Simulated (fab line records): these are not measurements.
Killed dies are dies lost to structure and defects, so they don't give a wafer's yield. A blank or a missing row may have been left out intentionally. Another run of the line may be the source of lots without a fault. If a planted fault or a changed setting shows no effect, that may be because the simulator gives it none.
What tool caused it?	flow gf180mcu	Sampling: 13 lots, 39 wafers, 5 of 602 route steps

== WHAT THE GAUGES SHOWED, per wafer ==
GF_M2_CD_MEAS_14: the cd target is 280 nm. Usual: cd nm 279.7 nm, standard deviation 1.1.
lot	measured	on	cd nm (nm)	flag
L684	day 19 09:36	cd sem-01	281.4 280.2 281.1	
L685	day 19 11:22	cd sem-02	279.8 279.9 280.3	
L690	day 21 20:20	cd sem-02	276.9 278.9 277.1	
L693	day 22 13:38	cd sem-02	278.0 278.8 277.8	
L694	day 22 20:31	cd sem-02	280.3 280.5 279.3	
L695	day 23 08:01	cd sem-01	278.2 277.7 277.9	
L696	day 23 16:37	cd sem-02	279.3 279.1 279.7	
L698	day 24 04:11	cd sem-01	280.7 280.3 280.9	
L699	day 24 14:14	cd sem-02	280.0 280.2 279.1	
L700	day 24 17:41	cd sem-01	279.3 279.8 279.8	
L703	day 25 20:47	cd sem-01	281.0 282.1 281.0	
L706	day 26 16:36	cd sem-02	279.8 279.5 280.5	
L707	day 27 08:01	cd sem-02	281.7 281.2 282.7	

GF_M2_OVL_MEAS_15. Usual: M2_OVL typically reads -1 nm, with standard deviation 5.7.
lot	measured	on	M2_OVL (nm)	flag
L684	day 19 09:43	overlay-01	0 -2 1	
L685	day 19 11:28	overlay-02	-1 -9 -7	
L690	day 21 20:27	overlay-01	-6 6 0	
L693	day 22 13:45	overlay-02	-2 -3 -5	
L694	day 22 20:38	overlay-01	-3 2 -3	
L695	day 23 08:07	overlay-01	4 13 -3	
L696	day 23 16:44	overlay-02	6 15 7	
L698	day 24 04:18	overlay-01	-4 4 3	
L699	day 24 14:21	overlay-02	2 -4 -1	
L700	day 24 17:48	overlay-01	2 -2 5	
L703	day 25 20:52	overlay-02	1 -3 -6	
L706	day 26 16:43	overlay-01	-9 -10 -9	
L707	day 27 08:08	overlay-01	6 0 6	

GF_V2_CD_MEAS_14: the cd target is 260 nm. Usual: cd nm 260.0 nm, standard deviation 1.3.
lot	measured	on	cd nm (nm)	flag
L684	day 20 11:11	cd sem-02	259.2 259.9 260.5	
L685	day 20 13:25	cd sem-01	259.5 261.1 260.5	
L690	day 22 21:02	cd sem-01	259.3 259.2 260.3	
L693	day 23 13:25	cd sem-02	261.2 261.9 263.1	
L694	day 23 20:56	cd sem-01	250.5 250.2 250.9	OFF
L695	day 24 07:13	cd sem-02	252.0 252.8 252.2	OFF
L696	day 24 15:47	cd sem-02	260.9 259.2 260.8	
L698	day 25 03:23	cd sem-01	260.0 261.4 259.9	
L699	day 25 13:19	cd sem-01	258.2 258.9 259.9	
L700	day 25 16:33	cd sem-02	261.0 260.5 260.1	
L703	day 26 19:21	cd sem-01	260.6 259.3 258.8	
L706	day 27 14:42	cd sem-02	258.9 260.0 259.5	
L707	day 28 05:13	cd sem-02	260.5 260.6 259.5	

== WHAT TOOL EACH LOT RAN ON (gives the tool, then ch and the chambers of the sampled wafers, and finally the start) ==
lot	GF_M2_SPUTTER_03	GF_V2_SOFTBAKE_10
L684	pvd sputter-03, day 18 10:26	litho track-01 ch 0, day 19 23:00
L685	pvd sputter-02, day 18 11:43	litho track-04 ch 0, day 20 01:00
L690	pvd sputter-02, day 20 20:28	litho track-01 ch 0, day 22 09:00
L693	pvd sputter-04, day 21 14:04	litho track-01 ch 0, day 23 02:00
L694	pvd sputter-02, day 21 21:16	litho track-01 ch 0, day 23 09:00
L695	pvd sputter-02, day 22 09:16	litho track-01 ch 0, day 23 20:00
L696	pvd sputter-02, day 22 17:05	litho track-02 ch 0, day 24 04:00
L698	pvd sputter-02, day 23 06:09	litho track-04 ch 0, day 24 17:00
L699	pvd sputter-02, day 23 16:03	litho track-04 ch 0, day 25 02:00
L700	pvd sputter-02, day 23 19:51	litho track-04 ch 0, day 25 05:00
L703	pvd sputter-03, day 24 23:00	litho track-02 ch 0, day 26 08:00
L706	pvd sputter-03, day 25 20:07	litho track-02 ch 0, day 27 04:00
L707	pvd sputter-03, day 26 11:38	litho track-02 ch 0, day 27 19:00
- GF_M2_SPUTTER_03: material Ti, target thk 10 nm, time 6.7 s.
- GF_V2_SOFTBAKE_10: time 60 s.

== AS READ BY THE TOOLS THEMSELVES (means over the sampled wafers that have a number; for cases with no such wafer, the mark the record gives instead) ==
GF_M2_SPUTTER_03. Usual: throttle valve pct 29.9 %, standard deviation 1.
lot	tool	throttle valve pct (%)	flag
L684	pvd sputter-03	30.5	
L685	pvd sputter-02	29.3	
L690	pvd sputter-02	29.4	
L693	pvd sputter-04	30.7	
L694	pvd sputter-02	29.8	
L695	pvd sputter-02	30.1	
L696	pvd sputter-02	28.6	
L698	pvd sputter-02	29.6	
L699	pvd sputter-02	29.9	
L700	pvd sputter-02	30.2	
L703	pvd sputter-03	30.0	
L706	pvd sputter-03	29.8	
L707	pvd sputter-03	30.6	

GF_V2_SOFTBAKE_10. Usual: heater power total W 93.05 W, standard deviation 0.051; plate temp C 129.96 C, standard deviation 0.14; run length s 89.10 s, standard deviation 0.22.
lot	tool	heater power total W (W)	plate temp C (C)	run length s (s)	flag
L684	litho track-01	93.05	129.79	88.85	
L685	litho track-04	93.03	129.91	89.12	
L690	litho track-01	93.09	129.99	88.90	
L693	litho track-01	93.03	129.75	89.05	
L694	litho track-01	111.25	-	63.74	OFF
L695	litho track-01	111.23	-	63.74	OFF
L696	litho track-02	93.05	130.01	89.44	
L698	litho track-04	93.04	129.96	89.16	
L699	litho track-04	93.06	129.86	89.26	
L700	litho track-04	93.04	130.02	89.36	
L703	litho track-02	93.06	130.10	89.28	
L706	litho track-02	93.08	130.10	89.29	
L707	litho track-02	93.11	129.90	89.38	

== THE ANSWER, worked out from the rows above alone ==
Rule: a lot is off if the mean of its wafers that have a number lies more than 3 standard deviations from the usual mean. A lot without any number at a reading at which 4 lots or more have one is off too. The other lots that the step has rows for count as sound. The gauges are gone through in route order, then the tools' own readings, and for those a lot's mean is taken as printed above. At the first step where some lot is off, the reading lying furthest off is the one used; lots without a number count as furthest.
Off: L694, L695, at GF_V2_CD_MEAS_14 (cd nm).
If a tool, at a process step before that reading, ran all the lots that are off and no sound lot after the first of them, it fits. Not tried: the gauges at GF_V2_CD_MEAS_14; whatever is off there is also off at GF_V2_SOFTBAKE_10, on other tools, and gauge error can't account for it. One fits: litho track-01 at GF_V2_SOFTBAKE_10. A fault onset in the window from L693 (day 23 02:00, its last sound lot) to L694 (day 23 09:00, its first lot off) fits.
The tool's own readings at GF_V2_SOFTBAKE_10 bear it out: on the lots that are off they differ by more than 5 times the standard deviation of the sound lots' means. heater power total W reads 111.24 W there against 93.06 W on the sound lots; run length s reads 63.74 s there against 89.19 s on the sound lots.
Blank at GF_V2_SOFTBAKE_10 on the lots that are off, where sound lots have numbers: plate temp C.

== WHAT HAD BEEN PUT IN BY THE SIMULATOR ==
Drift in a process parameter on litho track-01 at GF_V2_SOFTBAKE_10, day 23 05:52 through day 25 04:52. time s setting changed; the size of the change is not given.
Struck lots among those shown: L694, L695. Same finding as the rule above.
